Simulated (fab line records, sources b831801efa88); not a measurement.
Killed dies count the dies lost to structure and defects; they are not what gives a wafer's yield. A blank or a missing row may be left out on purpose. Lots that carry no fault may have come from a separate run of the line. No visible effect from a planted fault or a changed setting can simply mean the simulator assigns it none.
fab line records    flow sky130    part 1 of 2: steps 1 to 26 of 36
record: lots: 5  wafers: 15  last-day: 49
route steps=708 shown METAL2@491 VIA2@507
lots with no fault: from the same line, run without faults
start-h: hours from the record's first day to the start of the lot's first wafer shown    wait-h: hours since the lot's step before    " identical to the entry in the row above    L1.1+2: a single row standing in for several wafers    - no value, or no start given    * or withheld: withheld    < > ~ a bound
route shown NAME@n: a module of which the file shows steps, and the number in the route of the first    usual: average and standard deviation across the fault-free wafers    same: alike in all rows    chamber/n: place in a boat    sites: the reading at each site    _std_site: how widely they spread, as a standard deviation    _edge_site: the outer-site mean with the inner-site mean subtracted    radius-mm: for every site, how far away it sits from the centre of the wafer    mask NAME#n: copy n    behind: the last tool/chamber to shape the wafer    hold: the reason the lot was held/the length of the hold in hours/how it ended    device: names the non-switching transistor (n, p or np)    end of line: the route-end tests of the same wafers    a step with no rows: only its recipe    killed: dies lost to structure and defects at the first sort, not the wafer's yield    map: per-die view of a wafer (x killed, . not killed, _ where there is no die)
set.NAME: the setting the step ran with; set.NAME@STEP: the setting that earlier step ran with    model.NAME: the simulator's own value behind a step, which no gauge read
certain route steps with their lots: each step a table, each wafer a row
services: the hour from which a tool's chamber was out of use, counted from the record's first day as start-h (under 0 if before that day), plus the number of hours and why
== steps ==
step: SKY_METAL2_HMDS_08
recipe: prime-time-s: 60  prime-temp-c: 120
usual: chill-plate-temp-C: 22.99/0.11
lot.wafer  tool            chamber  start-h  wait-h  chill-plate-temp-C
L082.1     litho-track-03  0        874.34   0.1     23.00
L082.4     "               0        "        "       23.08
L082.6     "               0        "        "       22.88
L084.2     litho-track-01  0        878.25   0.1     22.98
L084.3     "               0        "        "       22.97
L084.5     "               0        "        "       22.83
L085.2     litho-track-04  0        888.67   0.1     23.22
L085.3     "               0        "        "       23.11
L085.6     "               0        "        "       22.94
L089.3     litho-track-03  0        918.64   0.1     22.83
L089.5     "               0        "        "       22.71
L089.6     "               0        "        "       22.93
L090.3     litho-track-03  0        923.74   0.1     22.89
L090.4     "               0        "        "       22.95
L090.6     "               0        "        "       22.78
step: SKY_METAL2_COAT_09
recipe: resist: BARC  temp-c: withheld  time-s: withheld  spin-rpm: 3000  resist-thk-nm: 60
usual: chill-plate-temp-C: *
lot.wafer  tool            chamber  start-h  wait-h  chill-plate-temp-C
L082.1     litho-track-03  0        874.49   0.1     *
L082.4     "               0        "        "       *
L082.6     "               0        "        "       *
L084.2     litho-track-01  0        878.40   0.1     *
L084.3     "               0        "        "       *
L084.5     "               0        "        "       *
L085.2     litho-track-04  0        888.82   0.1     *
L085.3     "               0        "        "       *
L085.6     "               0        "        "       *
L089.3     litho-track-03  0        918.79   0.1     *
L089.5     "               0        "        "       *
L089.6     "               0        "        "       *
L090.3     litho-track-03  0        923.89   0.1     *
L090.4     "               0        "        "       *
L090.6     "               0        "        "       *
step: SKY_METAL2_COAT_10
recipe: resist: KrF-thick  spin-rpm: 3000  resist-thk-nm: 450
usual: chill-plate-temp-C: 22.98/0.095
lot.wafer  tool            chamber  start-h  wait-h  chill-plate-temp-C
L082.1     litho-track-03  0        -        -       22.98
L082.4     "               0        "        "       23.13
L082.6     "               0        "        "       23.13
L084.2     litho-track-01  0        -        -       22.98
L084.3     "               0        "        "       23.03
L084.5     "               0        "        "       22.92
L085.2     litho-track-04  0        -        -       23.11
L085.3     "               0        "        "       22.99
L085.6     "               0        "        "       22.95
L089.3     litho-track-03  0        -        -       23.09
L089.5     "               0        "        "       22.91
L089.6     "               0        "        "       22.92
L090.3     litho-track-03  0        -        -       23.06
L090.4     "               0        "        "       23.02
L090.6     "               0        "        "       23.10
step: SKY_METAL2_SOFTBAKE_11
recipe: temp-c: 100  time-s: 90  resist: KrF-thick
usual: chill-plate-temp-C: 23.00/0.12
lot.wafer  tool            chamber  start-h  wait-h  chill-plate-temp-C
L082.1     litho-track-03  0        -        -       22.92
L082.4     "               0        "        "       22.99
L082.6     "               0        "        "       23.05
L084.2     litho-track-01  0        -        -       23.11
L084.3     "               0        "        "       23.08
L084.5     "               0        "        "       23.02
L085.2     litho-track-04  0        -        -       23.02
L085.3     "               0        "        "       23.02
L085.6     "               0        "        "       22.95
L089.3     litho-track-03  0        -        -       22.99
L089.5     "               0        "        "       22.90
L089.6     "               0        "        "       22.95
L090.3     litho-track-03  0        -        -       22.90
L090.4     "               0        "        "       23.21
L090.6     "               0        "        "       22.93
step: SKY_METAL2_EXPOSE_12
recipe: mask-id: MM2  na: 0.8  source-shape: annular  sigma-inner: 0.55  sigma-outer: 0.85  target-cd-nm: 140  dose-mj: 28
lot.wafer   tool            chamber  start-h  wait-h  mask
L082.1+4+6  krf-scanner-02  0        -        -       MM2#0
L084.2+3+5  krf-scanner-01  0        -        -       MM2#0
L085.2+3+6  krf-scanner-01  0        -        -       MM2#0
L089.3+5+6  krf-scanner-02  0        -        -       MM2#0
L090.3+4+6  krf-scanner-02  0        -        -       MM2#0
step: SKY_METAL2_PEB_13
recipe: peb-temp-c: withheld  peb-time-s: withheld  resist: KrF-thick
usual: chill-plate-temp-C: *
lot.wafer  tool            chamber  start-h  wait-h  chill-plate-temp-C
L082.1     litho-track-01  0        -        -       *
L082.4     "               0        "        "       *
L082.6     "               0        "        "       *
L084.2     litho-track-04  0        -        -       *
L084.3     "               0        "        "       *
L084.5     "               0        "        "       *
L085.2     litho-track-03  0        -        -       *
L085.3     "               0        "        "       *
L085.6     "               0        "        "       *
L089.3     litho-track-04  0        -        -       *
L089.5     "               0        "        "       *
L089.6     "               0        "        "       *
L090.3     litho-track-03  0        -        -       *
L090.4     "               0        "        "       *
L090.6     "               0        "        "       *
step: SKY_METAL2_DEVELOP_14
recipe: develop-time-s: 60  resist: KrF-thick  dev-temp-c: 21
usual: chill-plate-temp-C: 23.04/0.098  developer-temp-C: 20.98/0.11
lot.wafer  tool            chamber  start-h  wait-h  chill-plate-temp-C  developer-temp-C
L082.1     litho-track-01  0        -        -       22.94               20.93
L082.4     "               0        "        "       23.02               20.95
L082.6     "               0        "        "       23.06               21.10
L084.2     litho-track-04  0        -        -       23.02               21.00
L084.3     "               0        "        "       23.07               21.10
L084.5     "               0        "        "       23.15               21.08
L085.2     litho-track-03  0        -        -       23.26               20.97
L085.3     "               0        "        "       23.02               20.99
L085.6     "               0        "        "       23.08               21.07
L089.3     litho-track-04  0        -        -       22.86               21.06
L089.5     "               0        "        "       22.97               21.20
L089.6     "               0        "        "       23.05               21.16
L090.3     litho-track-03  0        -        -       23.04               20.83
L090.4     "               0        "        "       23.13               20.82
L090.6     "               0        "        "       23.00               20.79
step: SKY_METAL2_CD_MEAS_15
recipe: target-cd-nm: 140
usual: cd-nm: 139.6/1.6
lot.wafer  tool       chamber  start-h  wait-h  cd-nm
L082.1     cd-sem-01  -        888.13   -       137.1
L082.4     "          -        "        "       138.7
L082.6     "          -        "        "       136.5
L084.2     cd-sem-01  -        891.87   -       140.9
L084.3     "          -        "        "       138.1
L084.5     "          -        "        "       139.1
L085.2     cd-sem-01  -        901.51   -       141.6
L085.3     "          -        "        "       140.2
L085.6     "          -        "        "       140.2
L089.3     cd-sem-02  -        931.39   -       139.6
L089.5     "          -        "        "       140.8
L089.6     "          -        "        "       140.7
L090.3     cd-sem-02  -        935.88   -       139.4
L090.4     "          -        "        "       140.1
L090.6     "          -        "        "       140.1
step: SKY_METAL2_OVL_MEAS_16
usual: METAL2_OVL: -1/4.9
lot.wafer  tool        chamber  start-h  wait-h  METAL2_OVL[nm]
L082.1     overlay-02  -        888.25   0.1     1
L082.4     "           -        "        "       0
L082.6     "           -        "        "       5
L084.2     overlay-02  -        891.97   0.1     -2
L084.3     "           -        "        "       -2
L084.5     "           -        "        "       -5
L085.2     overlay-01  -        901.62   0.1     0
L085.3     "           -        "        "       6
L085.6     "           -        "        "       1
L089.3     overlay-02  -        931.48   0.1     1
L089.5     "           -        "        "       -3
L089.6     "           -        "        "       3
L090.3     overlay-01  -        935.97   0.1     -6
L090.4     "           -        "        "       -7
L090.6     "           -        "        "       -9
step: SKY_METAL2_DESCUM_17
recipe: chemistry: O2  source-power-w: 150  bias-power-w: 0  pressure-mtorr: 10  temp-c: 40  time-s: 8
usual: drypump-motor-current-A: 6.06/0.26  oes-product-au: 0.999/0.0076
lot.wafer  tool          chamber  start-h  wait-h  drypump-motor-current-A  oes-product-au  rf-hours-counter-h
L082.1     rie-metal-04  0        888.29   0.0     5.87                     1.005           11
L082.4     "             0        "        "       5.89                     0.999           -
L082.6     "             0        "        "       5.89                     1.009           -
L084.2     rie-metal-01  0        892.00   0.0     6.10                     0.999           18
L084.3     "             0        "        "       6.09                     0.999           -
L084.5     "             0        "        "       6.10                     0.987           -
L085.2     rie-metal-01  0        901.66   0.0     6.10                     0.986           -
L085.3     "             0        "        "       6.11                     0.994           -
L085.6     "             0        "        "       6.12                     0.988           -
L089.3     rie-metal-04  0        931.51   0.0     5.88                     0.991           -
L089.5     "             1        "        "       5.78                     0.998           -
L089.6     "             0        "        "       5.89                     1.006           -
L090.3     rie-metal-01  1        936.02   0.0     6.55                     0.998           -
L090.4     "             1        "        "       6.54                     1.006           -
L090.6     "             1        "        "       6.53                     0.998           -
step: SKY_METAL2_ETCH_18
recipe: chemistry: N2/H2  target: BARC  ion-energy-ev: 200  bias-w: 100  pressure-mtorr: 30  n2-flow-sccm: 100  h2-flow-sccm: 200  icp-w: 500  stop-on: SiO2  time-s: 45.9  target-depth-a: 600
usual: drypump-motor-current-A: 6.07/0.26  oes-product-au: 0.855/0.0042  throttle-valve-pct: 13.226/0.0086
lot.wafer  tool          chamber  start-h  wait-h  drypump-motor-current-A  oes-product-au  rf-hours-counter-h  throttle-valve-pct
L082.1     rie-metal-04  0        888.35   0.1     5.86                     0.853           11                  13.228
L082.4     "             0        "        "       5.87                     0.852           -                   13.235
L082.6     "             0        "        "       5.87                     0.850           -                   13.214
L084.2     rie-metal-01  0        892.03   0.0     6.12                     0.856           18                  13.226
L084.3     "             0        "        "       6.12                     0.852           -                   13.241
L084.5     "             0        "        "       6.12                     0.858           -                   13.229
L085.2     rie-metal-01  0        901.73   0.1     6.14                     0.854           -                   13.216
L085.3     "             0        "        "       6.12                     0.859           -                   13.233
L085.6     "             0        "        "       6.11                     0.857           -                   13.210
L089.3     rie-metal-04  0        931.56   0.0     5.85                     0.854           -                   13.228
L089.5     "             1        "        "       5.79                     0.857           -                   13.216
L089.6     "             0        "        "       5.88                     0.856           -                   13.220
L090.3     rie-metal-01  1        936.10   0.1     6.57                     0.849           -                   13.232
L090.4     "             1        "        "       6.54                     0.860           -                   13.233
L090.6     "             1        "        "       6.59                     0.860           -                   13.230
step: SKY_METAL2_METAL_ETCH_19
recipe: target-depth-a: 3600  stop-on: SiO2  over-etch-frac: 0.3  time-s: 78  chemistry: Cl2/BCl3  resist-sidewall-deg: 88  pressure-mtorr: 10  icp-w: 900  bias-w: 48.5  Cl2_flow_sccm: 60  bcl3-flow-sccm: 30
usual: drypump-motor-current-A: 6.05/0.26  oes-product-au: 0.855/0.0046  throttle-valve-pct: 22.265/0.0098
lot.wafer  tool          chamber  start-h  wait-h  drypump-motor-current-A  oes-product-au  rf-hours-counter-h  throttle-valve-pct
L082.1     rie-metal-04  0        888.48   0.1     5.86                     0.848           11                  22.260
L082.4     "             0        "        "       5.87                     0.861           -                   22.256
L082.6     "             0        "        "       5.85                     0.857           -                   22.255
L084.2     rie-metal-01  0        892.10   0.0     6.12                     0.859           18                  22.246
L084.3     "             0        "        "       6.11                     0.846           -                   22.273
L084.5     "             0        "        "       6.13                     0.861           -                   22.273
L085.2     rie-metal-01  0        901.86   0.1     6.11                     0.855           -                   22.250
L085.3     "             0        "        "       6.09                     0.848           -                   22.267
L085.6     "             0        "        "       6.09                     0.853           -                   22.276
L089.3     rie-metal-04  0        931.63   0.1     5.88                     0.854           -                   22.251
L089.5     "             1        "        "       5.78                     0.854           -                   22.263
L089.6     "             0        "        "       5.84                     0.851           -                   22.276
L090.3     rie-metal-01  1        936.25   0.1     6.53                     0.845           -                   22.262
L090.4     "             1        "        "       6.52                     0.861           -                   22.245
L090.6     "             1        "        "       6.58                     0.852           -                   22.254
step: SKY_METAL2_STRIP_20
recipe: chemistry: O2/N2  power-w: 1400  pressure-mtorr: 1500  platen-temp-c: withheld  o2-flow-sccm: 3000  n2-flow-sccm: 300  overash-fraction: 0.5
usual: drypump-motor-current-A: 5.72/0.3  oes-product-au: 0.343/0.0048  strip-time-to-endpoint-s: 2.70/0.033
lot.wafer  tool             chamber  start-h  wait-h  drypump-motor-current-A  oes-product-au  rf-hours-counter-h  strip-time-to-endpoint-s
L082.1     plasma-asher-04  0        888.66   0.1     5.74                     0.348           74                  2.64
L082.4     "                0        "        "       5.76                     0.338           -                   2.70
L082.6     "                1        "        "       5.80                     0.339           -                   2.68
L084.2     plasma-asher-03  0        892.19   0.1     5.30                     0.355           103                 2.78
L084.3     "                1        "        "       5.21                     0.351           -                   2.75
L084.5     "                0        "        "       5.29                     0.342           -                   2.79
L085.2     plasma-asher-04  0        902.01   0.1     5.78                     0.344           75                  2.76
L085.3     "                0        "        "       5.76                     0.345           -                   2.73
L085.6     "                0        "        "       5.77                     0.342           -                   2.78
L089.3     plasma-asher-03  1        931.72   0.1     5.22                     0.334           -                   2.68
L089.5     "                1        "        "       5.20                     0.336           -                   2.70
L089.6     "                0        "        "       5.31                     0.343           -                   2.66
L090.3     plasma-asher-04  1        936.40   0.1     5.80                     0.343           -                   2.68
L090.4     "                0        "        "       5.76                     0.340           -                   2.70
L090.6     "                1        "        "       5.80                     0.344           -                   2.70
step: SKY_METAL2_STRIP_21
recipe: chemistry: post-etch-residue-remover  time-s: 1200  temp-c: 72.5
lot.wafer   tool          chamber  start-h  wait-h
L082.1+4+6  wet-bench-03  1        888.76   0.1
L084.2+3+5  wet-bench-03  3        892.29   0.1
L085.2+3+6  wet-bench-01  0        902.11   0.1
L089.3+5+6  wet-bench-01  1        931.79   0.0
L090.3+4+6  wet-bench-01  0        936.47   0.0
step: SKY_METAL2_CLEAN_22
recipe: chemistry: IPA  time-s: 180  temp-c: 25
lot.wafer   tool          chamber  start-h  wait-h
L082.1+4+6  wet-bench-03  2        889.10   0.0
L084.2+3+5  wet-bench-01  3        892.97   0.0
L085.2+3+6  wet-bench-03  2        902.46   0.0
L089.3+5+6  wet-bench-03  0        932.13   0.0
L090.3+4+6  wet-bench-03  3        936.81   0.0
step: SKY_METAL2_CLEAN_23
recipe: chemistry: O3/DIW  dry: n2-spin
lot.wafer   tool          chamber  start-h  wait-h
L082.1+4+6  wet-bench-03  0        889.16   0.0
L084.2+3+5  wet-bench-03  2        893.03   0.0
L085.2+3+6  wet-bench-02  1        902.52   0.0
L089.3+5+6  wet-bench-01  0        932.19   0.0
L090.3+4+6  wet-bench-02  0        936.87   0.0
step: SKY_VIA2_HDPCVD_00
recipe: material: SiO2  target-thk-nm: 1180  sigma-open-frac: 0.3  time-s: 196.7  temp-c: 400  sih4-flow-sccm: 60  pressure-mtorr: 6
usual: pressure-mtorr: 6.000/0.014
lot.wafer  tool       chamber  start-h  wait-h  pressure-mtorr
L082.1     hdpcvd-02  2        889.25   0.0     6.013
L082.4     "          1        "        "       6.010
L082.6     "          2        "        "       6.007
L084.2     hdpcvd-01  0        893.21   0.0     5.998
L084.3     "          1        "        "       5.988
L084.5     "          1        "        "       5.982
L085.2     hdpcvd-02  0        902.61   0.0     6.026
L085.3     "          1        "        "       6.020
L085.6     "          2        "        "       6.012
L089.3     hdpcvd-01  0        932.28   0.0     6.000
L089.5     "          1        "        "       6.003
L089.6     "          0        "        "       6.007
L090.3     hdpcvd-02  0        936.96   0.0     6.003
L090.4     "          2        "        "       5.984
L090.6     "          1        "        "       5.998
step: SKY_VIA2_THK_MEAS_01
recipe: reads: SiO2_of_VIA2_HDPCVD_00
usual: VIA2_HDPCVD_THK: 1179/12
lot.wafer  tool           chamber  start-h  wait-h  VIA2_HDPCVD_THK[nm]
L082.1     film-metro-03  -        889.37   0.1     1176
L082.4     "              -        "        "       1184
L082.6     "              -        "        "       1169
L084.2     film-metro-03  -        893.36   0.1     1207
L084.3     "              -        "        "       1194
L084.5     "              -        "        "       1182
L085.2     film-metro-03  -        902.75   0.1     1186
L085.3     "              -        "        "       1186
L085.6     "              -        "        "       1182
L089.3     film-metro-01  -        932.43   0.1     1174
L089.5     "              -        "        "       1191
L089.6     "              -        "        "       1201
L090.3     film-metro-03  -        937.11   0.1     1181
L090.4     "              -        "        "       1155
L090.6     "              -        "        "       1173
step: SKY_VIA2_CMP_02
recipe: material: SiO2  down-force-psi: 4  platen-rpm: 60  pad-velocity-m-s: 0.94248
usual: head-pressure-psi: 3.999/0.0074  motor-current-A: 12.0/1.2  slurry-filter-dp-kPa: 13.52/0.14
lot.wafer  tool    chamber  start-h  wait-h  head-pressure-psi  motor-current-A  slurry-filter-dp-kPa
L082.1     cmp-01  1        889.43   0.1     4.006              11.0             13.42
L082.4     "       0        "        "       3.991              12.4             13.58
L082.6     "       2        "        "       4.002              12.1             13.69
L084.3     cmp-01  2        893.41   0.0     3.997              12.0             13.52
L084.2     "       3        "        "       3.999              12.4             13.66
L084.5     "       3        "        "       3.997              12.6             13.73
L085.3     cmp-01  2        902.80   0.0     4.000              12.4             13.45
L085.2     "       3        "        "       3.991              13.3             13.33
L085.6     "       2        "        "       4.006              12.0             13.48
L089.3     cmp-02  2        932.52   0.1     3.999              11.0             13.35
L089.5     "       1        "        "       3.983              14.3             13.53
L089.6     "       2        "        "       3.994              11.2             13.44
L090.4     cmp-02  3        937.25   0.1     4.014              11.0             13.40
L090.3     "       0        "        "       3.999              10.6             13.48
L090.6     "       2        "        "       3.994              11.3             13.42
step: SKY_VIA2_BOW_MEAS_03
recipe: mode: bow
usual: VIA2_BOW: 88/8.2
lot.wafer  tool           chamber  start-h  wait-h  VIA2_BOW[um]
L082.1     film-metro-04  -        889.73   0.2     86
L082.4     "              -        "        "       86
L082.6     "              -        "        "       82
L084.2     film-metro-01  -        893.73   0.2     96
L084.3     "              -        "        "       81
L084.5     "              -        "        "       92
L085.2     film-metro-01  -        903.12   0.2     81
L085.3     "              -        "        "       81
L085.6     "              -        "        "       83
L089.3     film-metro-01  -        932.81   0.2     75
L089.5     "              -        "        "       94
L089.6     "              -        "        "       87
L090.3     film-metro-04  -        937.49   0.1     100
L090.4     "              -        "        "       97
L090.6     "              -        "        "       81
step: SKY_VIA2_DEHYDRATE_04
recipe: temp-c: 200  time-s: 60
usual: chill-plate-temp-C: 23.02/0.098
lot.wafer  tool            chamber  start-h  wait-h  chill-plate-temp-C
L082.1     litho-track-01  0        901.73   12.0    23.03
L082.4     "               0        "        "       22.99
L082.6     "               0        "        "       23.05
L084.2     litho-track-01  0        905.76   12.0    23.03
L084.3     "               0        "        "       23.05
L084.5     "               0        "        "       22.94
L085.2     litho-track-02  0        915.07   11.9    22.96
L085.3     "               0        "        "       23.08
L085.6     "               0        "        "       23.11
L089.3     litho-track-01  0        944.38   11.6    23.08
L089.5     "               0        "        "       22.94
L089.6     "               0        "        "       23.03
L090.3     litho-track-02  0        949.35   11.8    23.00
L090.4     "               0        "        "       23.15
L090.6     "               0        "        "       22.89
step: SKY_VIA2_HMDS_05
recipe: prime-time-s: 60  prime-temp-c: 120
usual: chill-plate-temp-C: 23.02/0.12
lot.wafer  tool            chamber  start-h  wait-h  chill-plate-temp-C
L082.1     litho-track-01  0        901.88   0.1     23.08
L082.4     "               0        "        "       23.02
L082.6     "               0        "        "       23.02
L084.2     litho-track-01  0        905.91   0.1     22.91
L084.3     "               0        "        "       22.98
L084.5     "               0        "        "       23.05
L085.2     litho-track-02  0        915.22   0.1     23.02
L085.3     "               0        "        "       23.16
L085.6     "               0        "        "       22.98
L089.3     litho-track-01  0        944.53   0.1     23.17
L089.5     "               0        "        "       23.10
L089.6     "               0        "        "       23.09
L090.3     litho-track-02  0        949.50   0.1     23.10
L090.4     "               0        "        "       22.90
L090.6     "               0        "        "       23.07
step: SKY_VIA2_COAT_06
recipe: resist: BARC  temp-c: withheld  time-s: withheld  spin-rpm: 3000  resist-thk-nm: 60
usual: chill-plate-temp-C: *
lot.wafer  tool            chamber  start-h  wait-h  chill-plate-temp-C
L082.1     litho-track-01  0        902.03   0.1     *
L082.4     "               0        "        "       *
L082.6     "               0        "        "       *
L084.2     litho-track-01  0        906.06   0.1     *
L084.3     "               0        "        "       *
L084.5     "               0        "        "       *
L085.2     litho-track-02  0        915.37   0.1     *
L085.3     "               0        "        "       *
L085.6     "               0        "        "       *
L089.3     litho-track-01  0        944.68   0.1     *
L089.5     "               0        "        "       *
L089.6     "               0        "        "       *
L090.3     litho-track-02  0        949.65   0.1     *
L090.4     "               0        "        "       *
L090.6     "               0        "        "       *
step: SKY_VIA2_COAT_07
recipe: resist: KrF-thick  spin-rpm: 3000  resist-thk-nm: 450
usual: chill-plate-temp-C: 22.98/0.11
lot.wafer  tool            chamber  start-h  wait-h  chill-plate-temp-C
L082.1     litho-track-01  0        -        -       23.08
L082.4     "               0        "        "       22.97
L082.6     "               0        "        "       23.01
L084.2     litho-track-01  0        -        -       22.96
L084.3     "               0        "        "       23.02
L084.5     "               0        "        "       22.80
L085.2     litho-track-02  0        -        -       22.94
L085.3     "               0        "        "       22.97
L085.6     "               0        "        "       22.99
L089.3     litho-track-01  0        -        -       23.04
L089.5     "               0        "        "       23.06
L089.6     "               0        "        "       23.10
L090.3     litho-track-02  0        -        -       22.93
L090.4     "               0        "        "       23.06
L090.6     "               0        "        "       22.97
step: SKY_VIA2_SOFTBAKE_08
recipe: temp-c: 100  time-s: 90  resist: KrF-thick
usual: chill-plate-temp-C: 23.00/0.09
lot.wafer  tool            chamber  start-h  wait-h  chill-plate-temp-C
L082.1     litho-track-01  0        -        -       23.00
L082.4     "               0        "        "       23.08
L082.6     "               0        "        "       22.96
L084.2     litho-track-01  0        -        -       22.99
L084.3     "               0        "        "       22.81
L084.5     "               0        "        "       23.00
L085.2     litho-track-02  0        -        -       22.94
L085.3     "               0        "        "       23.10
L085.6     "               0        "        "       22.85
L089.3     litho-track-01  0        -        -       23.06
L089.5     "               0        "        "       23.06
L089.6     "               0        "        "       23.17
L090.3     litho-track-02  0        -        -       23.05
L090.4     "               0        "        "       22.98
L090.6     "               0        "        "       23.13
step: SKY_VIA2_EXPOSE_09
recipe: mask-id: VIM2  na: 0.8  source-shape: annular  sigma-inner: 0.55  sigma-outer: 0.85  target-cd-nm: 200  dose-mj: 38
lot.wafer   tool            chamber  start-h  wait-h  mask
L082.1+4+6  krf-scanner-02  0        -        -       VIM2#0
L084.2+3+5  krf-scanner-01  0        -        -       VIM2#0
L085.2+3+6  krf-scanner-01  0        -        -       VIM2#0
L089.3+5+6  krf-scanner-01  0        -        -       VIM2#0
L090.3+4+6  krf-scanner-02  0        -        -       VIM2#0
